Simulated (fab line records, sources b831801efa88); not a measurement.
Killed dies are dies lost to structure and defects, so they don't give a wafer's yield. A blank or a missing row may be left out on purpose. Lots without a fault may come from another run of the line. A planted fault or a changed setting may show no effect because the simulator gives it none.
Problem report in the 8D (eight disciplines) form, filled by code | flow sky130 | the parts of the form that need people (team, actions taken, sign-off) are left out

1. THE PROBLEM
oes_product_au at SKY_SD_N_STRIP_11 reads a mean of 0.303 a.u. on 3 wafers of 1 lot; wafers without a fault read 0.525 a.u. with a standard deviation of 0.0045. That is -49 standard deviations from the usual mean.
The step: strips in O2/N2.
First seen on wafer L113.2, day 31 10:11, on plasma_asher-04. The record holds 36 wafers of 12 lots with a number at this step. Rule for "out", or "out of limits": more than 4 standard deviations from the usual mean. The other wafers with a number count as sound.

2. WHAT IT IS AND WHAT IT IS NOT
question                    | is                     | is not
which readings at this step | oes_product_au         | drypump_motor_current_A
which lots                  | L113                   | L105, L106, L107, L108, L109, L119, L120, L122, L124, L126, L128
which wafers of those lots  | all that have a number | -
read on which tools         | plasma_asher-04        | plasma_asher-01, plasma_asher-03
when                        | from day 31 10:11      | up to then (15 sound wafers); but 18 sound wafers of L119, L120, L122, L124, L126, L128 came after

3. SUSPECTS, AND WHAT RULES EACH OUT
Counting: a tool at a process step up to the reading stays a suspect if it ran every lot that is out and no sound lot after the first of them.
- rie_diel-02 at SKY_POLY_CUT_ETCH_10 (etches BARC in N2/H2, stops on SiO2, time 47.51 s, target depth 60 nm): ruled out as a lasting fault. Sound lots L119 ran on it after its first lot that is out, L113 (day 27 15:53).
- plasma_asher-03 at SKY_SD_P_STRIP_10 (strips in O2/N2): kept. It ran the lot that is out, L113 (day 28 20:26), and no sound lot after that; its last sound lot up to then is L107 (day 25 20:02).
- plasma_asher-04 at SKY_SD_N_STRIP_11 (strips in O2/N2): ruled out as a lasting fault. Sound lots L128 ran on it after its first lot that is out, L113 (day 31 10:11).
Left after counting: plasma_asher-03 at SKY_SD_P_STRIP_10.

4. THE CAUSE (what the simulator had put in)
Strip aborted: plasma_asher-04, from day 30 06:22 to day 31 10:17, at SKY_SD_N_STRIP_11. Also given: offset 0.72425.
Counting ruled it out, wrongly.

5. THE CHAIN OF EFFECTS, in route order
Each row: a reading whose mean over the struck wafers that have a number lies more than 3 standard deviations from the usual. Only readings for which the record gives a usual standard deviation are gone through. hours: the time from each lot's start at the first step in this table that gives one to its start at this step, as a median over the lots. sigmas: the change in usual standard deviations.
hours | step                  | reading             | usual      | on struck wafers | change | sigmas
0     | SKY_SD_N_STRIP_11     | oes_product_au      | 0.525 a.u. | 0.303            | -0.222 | -49
405   | SKY_PAD_OPEN_PROBE_99 | killed_at_front_end | 15         | 421              | +406   | +90
405   | SKY_PAD_OPEN_PROBE_99 | killed_dies         | 86         | 492              | +406   | +47
405   | SKY_PAD_OPEN_PROBE_99 | killed_on_rim       | 17         | 96               | +79    | +21
The process steps in it:
- SKY_SD_N_STRIP_11: strips in O2/N2.
- SKY_PAD_OPEN_PROBE_99
Readings that are blank on the struck wafers while sound wafers have them: strip_time_to_endpoint_s at SKY_SD_N_STRIP_11.

6. WHAT WOULD HAVE CAUGHT IT SOONER
In this record the first reading out of limits was taken at day 31 10:11, 28 hours after the fault began at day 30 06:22.
